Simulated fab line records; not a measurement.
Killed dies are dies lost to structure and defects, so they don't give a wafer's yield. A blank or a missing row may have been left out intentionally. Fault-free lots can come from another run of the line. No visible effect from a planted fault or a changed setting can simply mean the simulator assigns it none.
Which tool was responsible?	flow gf180mcu	Sampling: 13 lots, 39 wafers, 5 of 602 route steps

== WHAT EACH GAUGE READ, for each wafer ==
GF_V4_THK_MEAS_25: measures by xrf.
lot	measured	on	V4_W_THK (nm)
L163	day 24 08:16	film-metro-03	370 364 369
L164	day 24 17:07	film-metro-03	361 361 361
L167	day 25 19:08	film-metro-03	360 358 359
L170	day 26 19:16	film-metro-04	364 366 363
L171	day 27 00:50	film-metro-03	357 354 353
L172	day 27 07:21	film-metro-02	356 351 352
L174	day 28 02:28	film-metro-04	358 357 363
L175	day 28 08:19	film-metro-04	356 362 356
L179	day 29 07:05	film-metro-02	348 350 349
L181	day 30 06:08	film-metro-03	367 363 360
L183	day 31 00:10	film-metro-03	355 353 354
L185	day 31 03:38	film-metro-04	359 357 365
L186	day 31 09:26	film-metro-02	353 360 352

GF_MIM_THK_MEAS_06.
lot	measured	on	MIM_CVD_05_THK (nm)
L163	day 24 08:53	film-metro-02	42.6 43.1 42.5
L164	day 24 17:44	film-metro-03	42.5 41.6 43.2
L167	day 25 19:44	film-metro-02	41.9 42.2 42.3
L170	day 26 19:52	film-metro-02	41.9 41.4 42.2
L171	day 27 01:28	film-metro-01	41.8 41.7 42.4
L172	day 27 07:58	film-metro-03	42.0 42.4 42.1
L174	day 28 03:05	film-metro-03	41.3 41.4 42.2
L175	day 28 08:56	film-metro-03	41.5 41.7 42.2
L179	day 29 07:42	film-metro-02	41.3 51.3 42.0
L181	day 30 06:45	film-metro-03	51.3 42.1 42.5
L183	day 31 00:47	film-metro-01	42.3 43.1 42.4
L185	day 31 04:15	film-metro-01	41.6 42.4 42.3
L186	day 31 10:04	film-metro-02	41.2 43.0 41.8

GF_V5_CD_MEAS_14: target cd 260 nm.
lot	measured	on	cd-nm (nm)
L163	day 27 02:07	cd-sem-02	262.5 261.1 260.4
L164	day 27 11:28	cd-sem-02	260.0 259.7 259.3
L167	day 28 09:19	cd-sem-01	258.8 258.5 257.0
L170	day 29 09:17	cd-sem-02	258.2 257.1 257.5
L171	day 29 14:48	cd-sem-01	259.7 259.5 260.9
L172	day 29 21:00	cd-sem-02	260.1 260.2 258.3
L174	day 30 13:43	cd-sem-02	260.1 260.5 259.8
L175	day 30 17:39	cd-sem-01	261.8 260.9 261.5
L179	day 31 15:58	cd-sem-01	261.0 259.1 258.8
L181	day 32 12:05	cd-sem-01	260.7 261.1 261.3
L183	day 33 05:39	cd-sem-02	259.9 260.5 260.4
L185	day 33 07:12	cd-sem-01	261.2 262.3 261.7
L186	day 33 12:39	cd-sem-01	260.0 259.2 259.7

== EACH LOT AND THE TOOL THAT RAN IT (in order: tool; ch and the chambers of the sampled wafers; start) ==
lot	GF_V2_CVD_02	GF_MIM_CVD_05
L163	pecvd-01 ch 0,2, day 19 02:32	pecvd-04 ch 0,1, day 24 08:50
L164	pecvd-04 ch 0,1,2, day 19 12:02	pecvd-02 ch 1,2, day 24 17:42
L167	pecvd-04 ch 0,2, day 20 16:54	pecvd-03 ch 0,1, day 25 19:42
L170	pecvd-02 ch 0,1, day 21 21:11	pecvd-02 ch 0,1, day 26 19:50
L171	pecvd-02 ch 0,1, day 22 03:52	pecvd-04 ch 0,1,2, day 27 01:26
L172	pecvd-01 ch 0,1,2, day 22 11:21	pecvd-02 ch 0,1,2, day 27 07:56
L174	pecvd-01 ch 0,1,2, day 23 10:07	pecvd-04 ch 0,1,2, day 28 03:02
L175	pecvd-02 ch 0,2, day 23 14:52	pecvd-04 ch 0,2, day 28 08:54
L179	pecvd-04 ch 0,1, day 24 18:50	pecvd-04 ch 0,2, day 29 07:40
L181	pecvd-04 ch 0,1,2, day 25 15:32	pecvd-04 ch 0,2, day 30 06:41
L183	pecvd-01 ch 0,1,2, day 26 16:42	pecvd-02 ch 0,1,2, day 31 00:44
L185	pecvd-04 ch 1,2, day 26 18:22	pecvd-03 ch 1,2, day 31 04:13
L186	pecvd-01 ch 0,2, day 27 02:28	pecvd-03 ch 0,1, day 31 10:00
- GF_V2_CVD_02: deposits SiO2 from TEOS, target thk 850 nm, time 94.851 s.
- GF_MIM_CVD_05: deposits Si3N4, target thk 42 nm, time 29.086 s.

== WHAT THE TOOLS THEMSELVES READ (means of the sampled wafers that have a number; where no wafer has one, the mark that the record gives instead) ==
GF_V2_CVD_02.
lot	tool	heater-power-outer-w (W)	heater-power-w (W)
L163	pecvd-01	452	812
L164	pecvd-04	373	613
L167	pecvd-04	345	581
L170	pecvd-02	308	522
L171	pecvd-02	289	500
L172	pecvd-01	462	799
L174	pecvd-01	435	767
L175	pecvd-02	397	632
L179	pecvd-04	329	549
L181	pecvd-04	393	655
L183	pecvd-01	458	790
L185	pecvd-04	416	701
L186	pecvd-01	469	783

GF_MIM_CVD_05.
lot	tool	heater-power-outer-w (W)	heater-power-w (W)
L163	pecvd-04	378	657
L164	pecvd-02	329	563
L167	pecvd-03	401	679
L170	pecvd-02	329	533
L171	pecvd-04	386	648
L172	pecvd-02	310	510
L174	pecvd-04	344	578
L175	pecvd-04	356	594
L179	pecvd-04	353	573
L181	pecvd-04	378	617
L183	pecvd-02	292	497
L185	pecvd-03	372	674
L186	pecvd-03	367	645

== THE ANSWER, worked out from the rows above alone ==
Rule: the lots themselves supply what counts as usual. The widest of any qualifying gaps counts: lots, ordered by their means at a reading, are off when they make up no more than a third of the lots, leave a main group of 4 or more, and stand apart from it by 3 or more times the standard deviation of that group's means. Not used: any main group whose means are identical at the precision the tables above print for the reading. A lot without any number at a reading at which 4 lots or more have one is off too. The other lots that the step has rows for count as sound. First the gauges in route order, then the tools' own readings, where a lot's mean is used as printed above. At the first step where some lot is off, the reading lying furthest off is the one used; lots without a number count as furthest.
Off: L179, L181, seen at GF_MIM_THK_MEAS_06 (MIM_CVD_05_THK). The main group: mean 42.1 nm, standard deviation 0.33.
A tool fits if, at a process step before that reading, it ran every lot that is off, and no sound lot after the first of them. Gauges at GF_MIM_THK_MEAS_06: tried the same way as those tools. One candidate fits, namely pecvd-04 at GF_MIM_CVD_05. Its last sound lot is L175 (day 28 08:54), its first lot that is off L179 (day 29 07:40): a fault that began between those two fits.

== WHAT THE SIMULATOR HAD PUT IN ==
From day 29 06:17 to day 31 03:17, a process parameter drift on pecvd-04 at GF_MIM_CVD_05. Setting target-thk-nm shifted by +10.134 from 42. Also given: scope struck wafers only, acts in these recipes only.
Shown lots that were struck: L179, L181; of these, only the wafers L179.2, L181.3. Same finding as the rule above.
